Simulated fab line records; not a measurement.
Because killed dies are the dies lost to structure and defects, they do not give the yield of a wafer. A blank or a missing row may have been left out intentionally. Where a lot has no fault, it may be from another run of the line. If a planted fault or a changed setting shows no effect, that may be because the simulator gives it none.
fab line records + flow sky130
record
- lots=15
- wafers=45
- last_day=50
route steps=708 shown NWELL@64
lots with no fault: from the same line, run without faults
start_h: hours from the record's first day to the start of the lot's first wafer shown + wait_h: how many hours have passed since the lot's step before this one + " the same as in the row above + L1.1+2: one row covering several wafers at once + - no value, or no start was given + * or withheld: withheld + < > ~ a bound
route shown NAME@n: names a module that has steps shown in the file, with the first one's number in the route + usual: mean/standard deviation of fault-free wafers + same: alike in all rows + chamber/n: place in a boat + sites: each site's reading + _std_site: standard deviation across them + _edge_site: outer sites' mean less inner sites' + radius_mm: for every site, how far away it sits from the centre of the wafer + mask NAME#n: copy n + behind: tool/chamber where the wafer was last shaped + hold: why the lot was held/for how many hours/how that ended + device: which transistor (n, p or np) failed to switch + end of line: tests run on the same wafers once the route is complete + a step without rows: its recipe alone + killed: at the first sort, the dies lost to defects and structure; wafer yield is something else + map: per-die view of a wafer (x killed, . not killed, _ where there is no die)
set.NAME: the setting the step ran with; set.NAME@STEP: the setting that earlier step ran with + model.NAME: the simulator's own value behind a step, which no gauge read
route steps across a sampled set of lots; one table per step, one row per wafer
services: when a tool's chamber went out of use (start_h, in hours from the record's first day, below 0 if earlier), for how many hours, and the reason
## steps
# step SKY_NWELL_IMPLANT_11
# recipe
- species=P
- energy_kev=400
- dose_cm2=1.9e+13
- tilt_deg=withheld
# usual
- beam_energy_keV=400.00/0.12
| lot.wafer | tool         | chamber | start_h | wait_h | beam_energy_keV |
|-----------|--------------|---------|---------|--------|-----------------|
| L488.1    | implanter-04 | 0       | 85.88   | 0.0    | 399.73          |
| L488.3    | "            | 0       | "       | "      | 399.84          |
| L488.6    | "            | 0       | "       | "      | 400.19          |
| L489.2    | implanter-03 | 0       | 91.04   | 0.0    | 400.04          |
| L489.3    | "            | 0       | "       | "      | 400.13          |
| L489.4    | "            | 0       | "       | "      | 400.16          |
| L490.1    | implanter-01 | 0       | 100.62  | 0.0    | 399.73          |
| L490.2    | "            | 0       | "       | "      | 399.95          |
| L490.3    | "            | 0       | "       | "      | 400.02          |
| L491.2    | implanter-04 | 0       | 105.04  | 0.0    | 400.11          |
| L491.3    | "            | 0       | "       | "      | 399.85          |
| L491.6    | "            | 0       | "       | "      | 399.98          |
| L493.1    | implanter-04 | 0       | 115.47  | 0.0    | 399.93          |
| L493.2    | "            | 0       | "       | "      | 399.92          |
| L493.4    | "            | 0       | "       | "      | 399.78          |
| L494.3    | implanter-01 | 0       | 119.86  | 0.1    | 400.16          |
| L494.4    | "            | 0       | "       | "      | 400.25          |
| L494.5    | "            | 0       | "       | "      | 400.04          |
| L495.3    | implanter-04 | 0       | 131.13  | 0.1    | 400.24          |
| L495.5    | "            | 0       | "       | "      | 400.14          |
| L495.6    | "            | 0       | "       | "      | 400.02          |
| L496.2    | implanter-03 | 0       | 133.75  | 0.0    | 399.93          |
| L496.5    | "            | 0       | "       | "      | 399.93          |
| L496.6    | "            | 0       | "       | "      | 399.97          |
| L497.3    | implanter-03 | 0       | 142.11  | 0.1    | 399.98          |
| L497.4    | "            | 0       | "       | "      | 399.93          |
| L497.6    | "            | 0       | "       | "      | 399.84          |
| L498.3    | implanter-04 | 0       | 147.96  | 0.1    | 399.82          |
| L498.5    | "            | 0       | "       | "      | 399.83          |
| L498.6    | "            | 0       | "       | "      | 399.81          |
| L500.4    | implanter-04 | 0       | 154.64  | 0.1    | 399.94          |
| L500.5    | "            | 0       | "       | "      | 399.98          |
| L500.6    | "            | 0       | "       | "      | 400.06          |
| L505.1    | implanter-04 | 0       | 184.81  | 0.0    | 345.56          |
| L505.5    | "            | 0       | "       | "      | 345.39          |
| L505.6    | "            | 0       | "       | "      | 345.24          |
| L506.4    | implanter-04 | 0       | 189.14  | 0.1    | 345.38          |
| L506.5    | "            | 0       | "       | "      | 345.09          |
| L506.6    | "            | 0       | "       | "      | 345.14          |
| L507.1    | implanter-04 | 0       | 194.82  | 0.0    | 345.10          |
| L507.2    | "            | 0       | "       | "      | 345.26          |
| L507.6    | "            | 0       | "       | "      | 344.97          |
| L511.1    | implanter-01 | 0       | 221.68  | 0.0    | 399.99          |
| L511.2    | "            | 0       | "       | "      | 400.04          |
| L511.3    | "            | 0       | "       | "      | 399.92          |
# step SKY_NWELL_TW_MEAS_15
# usual
- NWELL_TW=1826/11
| lot.wafer | tool          | chamber | start_h | wait_h | NWELL_TW |
|-----------|---------------|---------|---------|--------|----------|
| L488.1    | film_metro-04 | -       | 86.43   | 0.1    | 1826     |
| L488.3    | "             | -       | "       | "      | 1824     |
| L488.6    | "             | -       | "       | "      | 1833     |
| L489.2    | film_metro-02 | -       | 91.58   | 0.1    | 1833     |
| L489.3    | "             | -       | "       | "      | 1832     |
| L489.4    | "             | -       | "       | "      | 1839     |
| L490.1    | film_metro-02 | -       | 101.17  | 0.1    | 1826     |
| L490.2    | "             | -       | "       | "      | 1830     |
| L490.3    | "             | -       | "       | "      | 1835     |
| L491.2    | film_metro-02 | -       | 105.57  | 0.1    | 1821     |
| L491.3    | "             | -       | "       | "      | 1822     |
| L491.6    | "             | -       | "       | "      | 1815     |
| L493.1    | film_metro-04 | -       | 116.02  | 0.1    | 1850     |
| L493.2    | "             | -       | "       | "      | 1847     |
| L493.4    | "             | -       | "       | "      | 1852     |
| L494.3    | film_metro-02 | -       | 120.38  | 0.1    | 1824     |
| L494.4    | "             | -       | "       | "      | 1828     |
| L494.5    | "             | -       | "       | "      | 1819     |
| L495.3    | film_metro-01 | -       | 131.65  | 0.1    | 1804     |
| L495.5    | "             | -       | "       | "      | 1806     |
| L495.6    | "             | -       | "       | "      | 1811     |
| L496.2    | film_metro-01 | -       | 134.29  | 0.1    | 1810     |
| L496.5    | "             | -       | "       | "      | 1827     |
| L496.6    | "             | -       | "       | "      | 1823     |
| L497.3    | film_metro-04 | -       | 142.63  | 0.1    | 1843     |
| L497.4    | "             | -       | "       | "      | 1834     |
| L497.6    | "             | -       | "       | "      | 1839     |
| L498.3    | film_metro-01 | -       | 148.48  | 0.1    | 1813     |
| L498.5    | "             | -       | "       | "      | 1813     |
| L498.6    | "             | -       | "       | "      | 1822     |
| L500.4    | film_metro-01 | -       | 155.14  | 0.1    | 1814     |
| L500.5    | "             | -       | "       | "      | 1829     |
| L500.6    | "             | -       | "       | "      | 1824     |
| L505.1    | film_metro-02 | -       | 185.36  | 0.1    | 1789     |
| L505.5    | "             | -       | "       | "      | 1805     |
| L505.6    | "             | -       | "       | "      | 1797     |
| L506.4    | film_metro-04 | -       | 189.66  | 0.1    | 1813     |
| L506.5    | "             | -       | "       | "      | 1806     |
| L506.6    | "             | -       | "       | "      | 1811     |
| L507.1    | film_metro-01 | -       | 195.37  | 0.1    | 1791     |
| L507.2    | "             | -       | "       | "      | 1783     |
| L507.6    | "             | -       | "       | "      | 1781     |
| L511.1    | film_metro-01 | -       | 222.23  | 0.1    | 1831     |
| L511.2    | "             | -       | "       | "      | 1825     |
| L511.3    | "             | -       | "       | "      | 1830     |
# step SKY_NWELL_RS_MEAS_29
# recipe
- thk_meas_gauge=four-point-probe
# usual
- NWELL_RS=624.9/1.3
| lot.wafer | tool          | chamber | start_h | wait_h | NWELL_RS[ohm/sq] |
|-----------|---------------|---------|---------|--------|------------------|
| L488.1    | film_metro-04 | -       | 105.12  | 0.1    | 622.1            |
| L488.3    | "             | -       | "       | "      | 624.6            |
| L488.6    | "             | -       | "       | "      | 625.1            |
| L489.2    | film_metro-04 | -       | 109.76  | 0.1    | 625.5            |
| L489.3    | "             | -       | "       | "      | 624.4            |
| L489.4    | "             | -       | "       | "      | 625.5            |
| L490.1    | film_metro-04 | -       | 120.08  | 0.1    | 621.9            |
| L490.2    | "             | -       | "       | "      | 624.6            |
| L490.3    | "             | -       | "       | "      | 622.3            |
| L491.2    | film_metro-01 | -       | 124.70  | 0.1    | 626.0            |
| L491.3    | "             | -       | "       | "      | 626.0            |
| L491.6    | "             | -       | "       | "      | 626.3            |
| L493.1    | film_metro-04 | -       | 135.72  | 0.1    | 622.7            |
| L493.2    | "             | -       | "       | "      | 624.7            |
| L493.4    | "             | -       | "       | "      | 622.9            |
| L494.3    | film_metro-01 | -       | 140.07  | 0.1    | 627.2            |
| L494.4    | "             | -       | "       | "      | 627.3            |
| L494.5    | "             | -       | "       | "      | 627.6            |
| L495.3    | film_metro-04 | -       | 151.82  | 0.1    | 625.5            |
| L495.5    | "             | -       | "       | "      | 627.0            |
| L495.6    | "             | -       | "       | "      | 626.3            |
| L496.2    | film_metro-01 | -       | 154.04  | 0.1    | 625.8            |
| L496.5    | "             | -       | "       | "      | 624.3            |
| L496.6    | "             | -       | "       | "      | 628.0            |
| L497.3    | film_metro-01 | -       | 162.46  | 0.1    | 622.1            |
| L497.4    | "             | -       | "       | "      | 627.6            |
| L497.6    | "             | -       | "       | "      | 624.6            |
| L498.3    | film_metro-02 | -       | 168.92  | 0.1    | 624.3            |
| L498.5    | "             | -       | "       | "      | 625.1            |
| L498.6    | "             | -       | "       | "      | 625.4            |
| L500.4    | film_metro-01 | -       | 176.08  | 0.1    | 626.5            |
| L500.5    | "             | -       | "       | "      | 625.8            |
| L500.6    | "             | -       | "       | "      | 626.4            |
| L505.1    | film_metro-01 | -       | 207.04  | 0.1    | 648.6            |
| L505.5    | "             | -       | "       | "      | 648.9            |
| L505.6    | "             | -       | "       | "      | 649.2            |
| L506.4    | film_metro-04 | -       | 210.55  | 0.1    | 648.3            |
| L506.5    | "             | -       | "       | "      | 648.9            |
| L506.6    | "             | -       | "       | "      | 649.1            |
| L507.1    | film_metro-04 | -       | 217.57  | 0.1    | 649.6            |
| L507.2    | "             | -       | "       | "      | 647.6            |
| L507.6    | "             | -       | "       | "      | 646.8            |
| L511.1    | film_metro-04 | -       | 243.82  | 0.1    | 624.4            |
| L511.2    | "             | -       | "       | "      | 623.9            |
| L511.3    | "             | -       | "       | "      | 623.4            |
## services
| tool         | chamber | start_h | hours | kind   |
|--------------|---------|---------|-------|--------|
| implanter-03 | -       | 75.70   | 9.5   | repair |
| implanter-03 | -       | 92.96   | 6.5   | repair |
| implanter-01 | -       | 129.07  | 2.6   | repair |
| implanter-03 | -       | 166.84  | 2.1   | repair |
| implanter-03 | -       | 190.77  | 5.8   | pm     |
## key
first_sign
- step=SKY_NWELL_IMPLANT_11
- reading=beam_energy_keV
- direction=down
- sigmas=99+
- usual=*
- struck=*
effect
- step=SKY_NWELL_TW_MEAS_15
- reading=NWELL_TW
- direction=down
- sigmas=2.6
- usual=1826
- struck=1798
effect
- step=SKY_NWELL_RS_MEAS_29
- reading=NWELL_RS
- direction=up
- sigmas=18
- usual=624.9
- struck=648.6
met_at SKY_NWELL_IMPLANT_11
struck_lots L505,L506,L507
rows_end L505.1,L505.5,L505.6
tester_left_out L506,L507
onset_between 154.64 184.81
fault
- kind=process_parameter_drift
- tool=implanter-04
- chamber=-
- onset_h=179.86
- steps=SKY_NWELL_IMPLANT_11
- channel=energy_kev
- offset=*
- shape=step
- end_h=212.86
- acts_in=*
- stated=*
# tester_left_out: of these lots the tester's yield and bins aren't shown, on N5 and GAA mostly nor the transistor test; their killed dies are dies lost to structure and defects alone, not to doping, threshold or leakage, so they don't give the yield
# rows_end: these wafers met a further fault down the route, and their rows from its step on are left out
